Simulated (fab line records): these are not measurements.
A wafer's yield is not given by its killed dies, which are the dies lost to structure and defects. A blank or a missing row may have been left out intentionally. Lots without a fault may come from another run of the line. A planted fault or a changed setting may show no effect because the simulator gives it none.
A struck lot beside a sound one + flow sky130 + 22 steps out of a route of 708
Sound: wafers L397.2, L397.3, L397.5. Struck: wafer L405.1. (L405.2, L405.4 of the same lot were not struck and are left out.) The cause comes at the end.
Order at every step that has rows: each side's tool, ch and its chambers, its first start. Under that, the readings that differ: sound wafers + struck wafers + difference of the means + sigmas: that difference in standard deviations of wafers without a fault.
alike: readings with means less than 2 such deviations apart, plus words and numbers identical on both sides. not compared: withheld readings, readings lacking a value on some wafer, bounds such as >300 that could conceal the same value, and numbers that have no deviation in the record and whose values overlap.
Wherever a step has rows on one side only, a row that says differs or no value, or a row with sigmas, the two part there. Numbers that have no deviation but don't overlap get no sigmas and don't part them. Lack of a reading on every wafer of one side parts them only where that side has two or more wafers.

first, 2 steps without rows for these wafers: SKY_RES_PROTECT_DEVELOP_06 (develop time 60 s); SKY_POLY_GATE_IMPLANT_02.
SKY_RES_PROTECT_STRIP_07: strips in O2/N2.
  sound on plasmaAsher-01 ch 0,1, day 14 23:13; struck on plasmaAsher-01 ch 1, day 17 20:51
  alike: drypumpMotorCurrentA, oesProductAu, stripTimeToEndpointS
  not compared: rfHoursCounterH
SKY_RES_PROTECT_TW_MEAS_08:
  sound on filmMetro-04 at day 14 23:20; struck on filmMetro-01 at day 17 20:57
  alike: POLY_GATE_TW
then, 2 steps without rows for these wafers: SKY_RES_PROTECT_CLEAN_09 (cleans in SC1/SC2, time 150 s); SKY_POLY_GATE_CVD_03 (deposits Si3N4 from DCS/NH3, target thk 75 nm, time 1290 s).
SKY_POLY_GATE_THK_MEAS_04:
  sound on filmMetro-04 at day 15 00:48; struck on filmMetro-04 at day 17 23:29
| reading                   | sound          | struck | difference | sigmas |
|---------------------------|----------------|--------|------------|--------|
| POLY_GATE_CVD_03_THK (nm) | 74.7 75.3 75.4 | 73.8   | -1.3       | -2     |
then, 5 steps without rows for these wafers: SKY_POLY_GATE_DEHYDRATE_05 (time 60 s); SKY_POLY_GATE_HMDS_06 (prime time 60 s); SKY_POLY_GATE_COAT_07 (resist thk 110 nm); SKY_POLY_GATE_COAT_08 (resist thk 450 nm); SKY_POLY_GATE_SOFTBAKE_09 (time 90 s).
SKY_POLY_GATE_EXPOSE_10: exposes mask P1M, target cd 150 nm.
  sound on krfScanner-02 ch 0, day 15 15:11; struck on krfScanner-01 ch 0, day 18 14:46
  alike: mask
then, 2 steps without rows for these wafers: SKY_POLY_GATE_PEB_11; SKY_POLY_GATE_DEVELOP_12 (develop time 60 s).
SKY_POLY_GATE_CD_MEAS_13: target cd 150 nm.
  sound on cdSem-02 at day 16 04:25; struck on cdSem-01 at day 19 05:49
| reading   | sound             | struck | difference | sigmas |
|-----------|-------------------|--------|------------|--------|
| cdNm (nm) | 151.5 149.8 149.5 | 132.3  | -18.0      | -13    |
SKY_POLY_GATE_OVL_MEAS_14:
  sound on overlay-01 at day 16 04:31; struck on overlay-01 at day 19 05:56
  alike: POLY_GATE_OVL
SKY_POLY_GATE_ETCH_15: etches BARC in N2/H2, stops on SiO2, time 118.5 s, target depth 110 nm.
  sound on rieDiel-02 ch 0,1, day 16 04:33; struck on rieDiel-02 ch 0, day 19 05:59
| reading                   | sound             | struck | difference | sigmas |
|---------------------------|-------------------|--------|------------|--------|
| oesProductAu (a.u.)       | 0.721 0.707 0.720 | 0.728  | +0.012     | +2     |
| model.POLY_GATE.cdNm (nm) | 151.8 149.4 150.3 | 133.8  | -16.7      |        |
  alike: drypumpMotorCurrentA, h2FlowSccm, throttleValvePct
  not compared: rfHoursCounterH
SKY_POLY_GATE_ETCH_16: etches Si3N4 in CH3F/O2, stops on poly-Si, time 147.5 s, target depth 75 nm.
  sound on rieDiel-02 ch 0,1, day 16 04:38; struck on rieDiel-02 ch 0, day 19 06:04
  alike: drypumpMotorCurrentA, oesProductAu, throttleValvePct
  not compared: rfHoursCounterH
SKY_POLY_GATE_ETCH_17: etches poly-Si in HBr/Cl2, stops on SiO2, target depth 180 nm, time 70.5 s.
  sound on rieSi-02 ch 0,2,3, day 16 04:44; struck on rieSi-02 ch 0, day 19 06:10
| reading                   | sound           | struck | difference | sigmas |
|---------------------------|-----------------|--------|------------|--------|
| model.POLY_GATE.cdNm (nm) | 152.3 150 152.3 | 134.3  | -17.2      |        |
  alike: drypumpMotorCurrentA, mfcCl2Sccm, oesProductAu, throttleValvePct
  not compared: rfHoursCounterH
SKY_POLY_GATE_STRIP_18: strips in O2/N2.
  sound on plasmaAsher-03 ch 0,1, day 16 04:47; struck on plasmaAsher-02 ch 1, day 19 06:13
  alike: drypumpMotorCurrentA, oesProductAu, stripTimeToEndpointS
  not compared: rfHoursCounterH
-- here the record skips 29 days between the struck wafers' starts before and after, leaving off in module POLY_GATE and picking up in module PAD_OPEN (first step shown: number 708 of the route) --
SKY_PAD_OPEN_PROBE_99:
  sound on prober-01 at day 45 17:02; struck on prober-01 at day 47 19:46
| reading                             | sound             | struck | difference | sigmas |
|-------------------------------------|-------------------|--------|------------|--------|
| killed_at_M0_to_M3                  | 54 50 58          | 34     | -20        | -3     |
| killed_at_M4_up                     | 4 7 4             | 9      | +4         | +2     |
| killedOnRim                         | 22 24 25          | 14     | -10        | -2     |
| killedOpen                          | 63 48 53          | 33     | -22        | -3     |
| model.etest.resXhighPo.lineOhmUm    | 5825 5749 5874    | 5721   | -95        |        |
| model.etest.pfet_01v8.rOnOhmUm      | 2932 2911 2960    | 2694   | -240       |        |
| model.etest.pfetG5v0d10v5.rOnOhmUm  | 4781 4748 4776    | 4706   | -62        |        |
| model.etest.resPoly.lineOhmUm       | 515.7 525.4 517.6 | 612.4  | +92.8      |        |
| model.etest.nfet_01v8.rOnOhmUm      | 823.9 816.6 842.9 | 798.1  | -29.7      |        |
| model.etest.nfetG5v0d10v5.rOnOhmUm  | 1888 1867 1894    | 1865   | -18        |        |
| model.etest.sonosUncharged.rOnOhmUm | 814.5 798.1 809.3 | 774.9  | -32.4      |        |
| model.etest.nfet_01v8_lvt.driveUaUm | 583.1 588.7 566.7 | 589.2  | +9.7       |        |
  alike: killedAtContacts, killedAtFrontEnd, killedAtOther, killedDies, killedShort

## WHERE THEY PART
Earliest at SKY_POLY_GATE_THK_MEAS_04; latest, in this record, at SKY_PAD_OPEN_PROBE_99.

WHY: what the simulator had put in
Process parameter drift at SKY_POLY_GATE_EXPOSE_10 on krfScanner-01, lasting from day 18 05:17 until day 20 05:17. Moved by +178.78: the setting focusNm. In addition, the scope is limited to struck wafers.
